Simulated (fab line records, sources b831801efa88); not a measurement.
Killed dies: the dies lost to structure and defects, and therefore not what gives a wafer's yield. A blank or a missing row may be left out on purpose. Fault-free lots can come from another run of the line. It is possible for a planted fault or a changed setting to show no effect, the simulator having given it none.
fab line records    flow gf180mcu    part 2 of 2: steps 28 to 36 of 36
record: lots: 5  wafers: 15  last_day: 31
route steps=602 shown M1@324 V1@335
lots that met no fault: taken from a fault-free run of the same line
start_h: start of the lot's first displayed wafer, in hours after the record's first day    wait_h: hours elapsed since this lot's preceding step    " unchanged from the row above    L1.1+2: a row that stands for several wafers    - no value, or no start was given    * or withheld: withheld    < > ~ a bound
route shown NAME@n: a module of which the file shows steps, and the number in the route of the first    usual: mean and standard deviation over wafers with no fault    same: alike in all rows    chamber/n: place in a boat    sites: the reading at each site    _std_site: standard deviation across them    _edge_site: inner sites' mean taken away from outer sites' mean    radius_mm: for every site, how far away it sits from the centre of the wafer    mask NAME#n: copy n    behind: tool/chamber where the wafer was last shaped    hold: reason for holding the lot/hours on hold/outcome of the hold    device: transistor that didn't switch, given as n, p or np    end of line: at the end of the route, the tests of the same wafers    for a step that has no rows: nothing shown but its recipe    killed: count of dies lost to structure and defects at first sort (not the wafer's yield)    map: per-die view of a wafer (x killed, . not killed, _ where there is no die)
set.NAME: the setting the step ran with; set.NAME@STEP: the setting that earlier step ran with    model.NAME: the simulator's own value behind a step, which no gauge read
certain route steps with their lots: each step a table, each wafer a row
services: when a tool's chamber went out of use (start_h, in hours from the record's first day, below 0 if earlier), for how many hours, and the reason
== steps ==
step: GF_V1_ETCH_16
recipe: chemistry: N2/H2  target_depth_a: withheld  overetch_a: withheld  time_s: withheld  target: BARC  ion_energy_ev: 200  source_w: 500  bias_w: 100  pressure_mtorr: 30  n2_flow_sccm: 100  h2_flow_sccm: 200
usual: drypump_motor_current_A: 5.8/0.36  oes_product_au: 0.855/0.0048  throttle_valve_pct: 13.225/0.0093
lot.wafer  tool         chamber  start_h  wait_h  drypump_motor_current_A  oes_product_au  throttle_valve_pct
L074.1     rie_diel-02  1        410.42   0.0     6.2                      0.860           13.215
L074.3     "            0        "        "       5.7                      0.851           13.221
L074.4     "            1        "        "       6.3                      0.861           13.231
L077.1     rie_diel-02  0        433.44   0.0     5.8                      0.856           13.222
L077.3     "            3        "        "       6.0                      0.851           13.212
L077.4     "            2        "        "       5.9                      0.852           13.214
L079.1     rie_diel-03  0        461.64   0.0     5.7                      0.857           13.225
L079.5     "            3        "        "       6.2                      0.845           13.207
L079.6     "            2        "        "       5.5                      0.858           13.222
L083.3     rie_diel-04  1        493.04   0.0     6.2                      0.849           13.222
L083.4     "            0        "        "       5.9                      0.856           13.233
L083.5     "            3        "        "       5.6                      0.860           13.231
L084.1     rie_diel-04  2        511.95   0.0     5.0                      0.848           13.219
L084.2     "            3        "        "       5.6                      0.861           13.214
L084.5     "            3        "        "       5.6                      0.864           13.215
step: GF_V1_ETCH_17
recipe: chemistry: C4F8/O2/Ar  mask_material: KrF  target: SiO2  stop_on: TiN  source_w: 1500  bias_w: 1200  pressure_mtorr: 40  c4f8_flow_sccm: withheld  O2_flow_sccm: 6  Ar_flow_sccm: 300  time_s: withheld  target_depth_a: 6300
usual: oes_product_au: 0.856/0.0048
lot.wafer  tool         chamber  start_h  wait_h  oes_product_au
L074.1     rie_diel-02  1        -        -       0.850
L074.3     "            0        "        "       0.857
L074.4     "            1        "        "       0.858
L077.1     rie_diel-02  0        -        -       0.856
L077.3     "            3        "        "       0.852
L077.4     "            2        "        "       0.856
L079.1     rie_diel-03  0        -        -       0.856
L079.5     "            3        "        "       0.858
L079.6     "            2        "        "       0.856
L083.3     rie_diel-04  1        -        -       0.868
L083.4     "            0        "        "       0.856
L083.5     "            3        "        "       0.856
L084.1     rie_diel-04  2        -        -       0.862
L084.2     "            3        "        "       0.847
L084.5     "            3        "        "       0.857
step: GF_V1_STRIP_18
recipe: chemistry: O2/N2  power_w: 1400  pressure_mtorr: 1500  platen_temp_c: 250  o2_flow_sccm: 3000  n2_flow_sccm: 300  overash_fraction: 0.5
usual: drypump_motor_current_A: 5.83/0.19  heater_power_w: 333/15  o2_flow_sccm: 3000/9.2  oes_product_au: 0.593/0.0049
lot.wafer  tool             chamber  start_h  wait_h  drypump_motor_current_A  heater_power_w  o2_flow_sccm  oes_product_au  rf_hours_counter_h
L074.1     plasma_asher-04  0        410.55   -       5.69                     324             3009          0.592           77
L074.3     "                1        "        "       5.61                     342             2972          0.597           -
L074.4     "                0        "        "       5.71                     312             3013          0.584           -
L077.1     plasma_asher-01  0        433.57   -       5.78                     313             3000          0.598           35
L077.3     "                1        "        "       6.06                     369             2998          0.604           -
L077.4     "                0        "        "       5.77                     310             3008          0.594           -
L079.1     plasma_asher-04  0        461.77   -       5.71                     329             2993          0.588           4
L079.5     "                0        "        "       5.71                     316             2998          0.596           -
L079.6     "                1        "        "       5.61                     340             3000          0.600           -
L083.3     plasma_asher-03  1        493.20   -       6.17                     337             3000          0.600           -
L083.4     "                0        "        "       5.83                     321             2984          0.599           -
L083.5     "                0        "        "       5.85                     329             3004          0.600           -
L084.1     plasma_asher-01  1        512.08   -       5.98                     349             3014          0.602           42
L084.2     "                0        "        "       5.80                     325             3012          0.588           42
L084.5     "                0        "        "       5.76                     321             2990          0.597           -
step: GF_V1_STRIP_19
recipe: chemistry: post_etch_residue_remover  time_s: 1200  temp_c: 72.5
same: time_s: 1200
lot.wafer   tool          chamber  start_h  wait_h
L074.1+3+4  wet_bench-02  3        410.65   0.1
L077.1+3+4  wet_bench-02  2        433.67   0.1
L079.1+5+6  wet_bench-04  2        461.87   0.1
L083.3+4+5  wet_bench-04  3        493.27   0.0
L084.1+2+5  wet_bench-02  1        512.18   0.1
step: GF_V1_CLEAN_20
recipe: chemistry: DIW  dry: n2_spin
lot.wafer   tool          chamber  start_h  wait_h
L074.1+3+4  wet_bench-01  0        410.99   0.0
L077.1+3+4  wet_bench-01  1        434.01   0.0
L079.1+5+6  wet_bench-02  0        462.55   0.0
L083.3+4+5  wet_bench-01  1        493.61   0.0
L084.1+2+5  wet_bench-04  0        512.53   0.0
step: GF_V1_SPUTTER_21
recipe: material: Ti  target_thk_nm: 15  chamber_pressure_pa: 5  power_w: 2500  substrate_temp_c: 200  time_s: 80.02
usual: throttle_valve_pct: 29.5/0.54
same: time_s: 80.02
lot.wafer  tool            chamber  start_h  wait_h  throttle_valve_pct
L074.1     pvd_sputter-03  -        411.09   0.0     29.3
L074.3     "               -        "        "       29.2
L074.4     "               -        "        "       30.0
L077.1     pvd_sputter-02  -        434.10   0.0     28.6
L077.3     "               -        "        "       30.4
L077.4     "               -        "        "       29.1
L079.1     pvd_sputter-04  -        462.65   0.0     29.3
L079.5     "               -        "        "       30.0
L079.6     "               -        "        "       29.8
L083.3     pvd_sputter-03  -        493.70   0.0     30.0
L083.4     "               -        "        "       29.4
L083.5     "               -        "        "       29.9
L084.1     pvd_sputter-02  -        512.62   0.0     28.6
L084.2     "               -        "        "       28.7
L084.5     "               -        "        "       30.0
step: GF_V1_SPUTTER_22
recipe: material: TiN  target_thk_nm: 10  chamber_pressure_pa: 5  power_w: 4000  time_s: 40
usual: throttle_valve_pct: 29.4/0.57
same: time_s: 40
lot.wafer  tool            chamber  start_h  wait_h  throttle_valve_pct
L074.1     pvd_sputter-03  -        411.15   0.0     29.4
L074.3     "               -        "        "       29.0
L074.4     "               -        "        "       30.1
L077.1     pvd_sputter-02  -        434.17   0.0     28.4
L077.3     "               -        "        "       30.2
L077.4     "               -        "        "       28.6
L079.1     pvd_sputter-04  -        462.71   0.0     29.7
L079.5     "               -        "        "       29.9
L079.6     "               -        "        "       29.6
L083.3     pvd_sputter-03  -        493.76   0.0     29.7
L083.4     "               -        "        "       28.9
L083.5     "               -        "        "       30.2
L084.1     pvd_sputter-02  -        512.68   0.0     28.7
L084.2     "               -        "        "       28.4
L084.5     "               -        "        "       30.1
step: GF_V1_CVD_23
recipe: material: W  target_thk_nm: 350  time_s: 105.05  temp_c: 400  pressure_torr: 40
usual: heater_power_w: 881/60
same: time_s: 105.05
lot.wafer  tool      chamber  start_h  wait_h  heater_power_w
L074.1     cvd_w-02  0        411.19   0.0     867
L074.3     "         0        "        "       877
L074.4     "         1        "        "       791
L077.1     cvd_w-02  1        434.20   0.0     790
L077.3     "         0        "        "       858
L077.4     "         1        "        "       799
L079.1     cvd_w-02  0        462.75   0.0     850
L079.5     "         1        "        "       809
L079.6     "         0        "        "       872
L083.3     cvd_w-01  0        493.84   0.1     888
L083.4     "         1        "        "       963
L083.5     "         1        "        "       969
L084.1     cvd_w-01  1        512.72   0.0     975
L084.2     "         0        "        "       904
L084.5     "         0        "        "       910
step: GF_V1_RS_MEAS_24
recipe: thk_meas_gauge: four-point-probe  reads: W_of_V1_CVD_23+TiN_of_V1_SPUTTER_22+Ti_of_V1_SPUTTER_21
usual: V1_W_RS: 0.326/0.0042
lot.wafer  tool           chamber  start_h  wait_h  V1_W_RS[ohm/sq]
L074.1     film_metro-02  -        411.30   0.1     0.332
L074.3     "              -        "        "       0.330
L074.4     "              -        "        "       0.330
L077.1     film_metro-03  -        434.32   0.1     0.327
L077.3     "              -        "        "       0.327
L077.4     "              -        "        "       0.329
L079.1     film_metro-01  -        462.87   0.1     0.330
L079.5     "              -        "        "       0.333
L079.6     "              -        "        "       0.331
L083.3     film_metro-02  -        493.96   0.1     0.329
L083.4     "              -        "        "       0.322
L083.5     "              -        "        "       0.323
L084.1     film_metro-01  -        512.83   0.1     0.320
L084.2     "              -        "        "       0.323
L084.5     "              -        "        "       0.322
== services ==
tool            chamber  start_h  hours  kind
rie_diel-02     2        361.78   16.0   repair
hdpcvd-01       2        362.78   3.2    repair
pvd_sputter-02  -        381.10   1.7    repair
rie_diel-02     -        381.83   2.8    pm
krf_scanner-01  -        394.32   5.5    repair
pvd_sputter-02  -        394.85   4.6    repair
hdpcvd-01       0        399.59   3.6    repair
pvd_sputter-02  -        407.13   5.5    repair
krf_scanner-01  -        414.38   0.2    repair
pvd_sputter-03  -        414.80   15.3   repair
rie_diel-04     1        414.91   1.7    repair
pvd_sputter-03  -        417.07   2.0    repair
krf_scanner-01  -        418.25   1.3    pm
krf_scanner-02  -        432.18   1.3    pm
pvd_sputter-03  -        451.74   9.8    repair
krf_scanner-01  -        453.11   0.8    pm
rie_diel-04     -        460.79   1.3    repair
krf_scanner-02  -        462.82   0.8    pm
krf_scanner-02  -        465.21   1.0    pm
wet_bench-03    -        468.18   2.2    repair
pecvd-02        -        474.69   1.0    repair
hdpcvd-01       -        483.05   0.9    repair
krf_scanner-02  -        483.73   3.5    repair
hdpcvd-01       -        499.60   2.8    pm
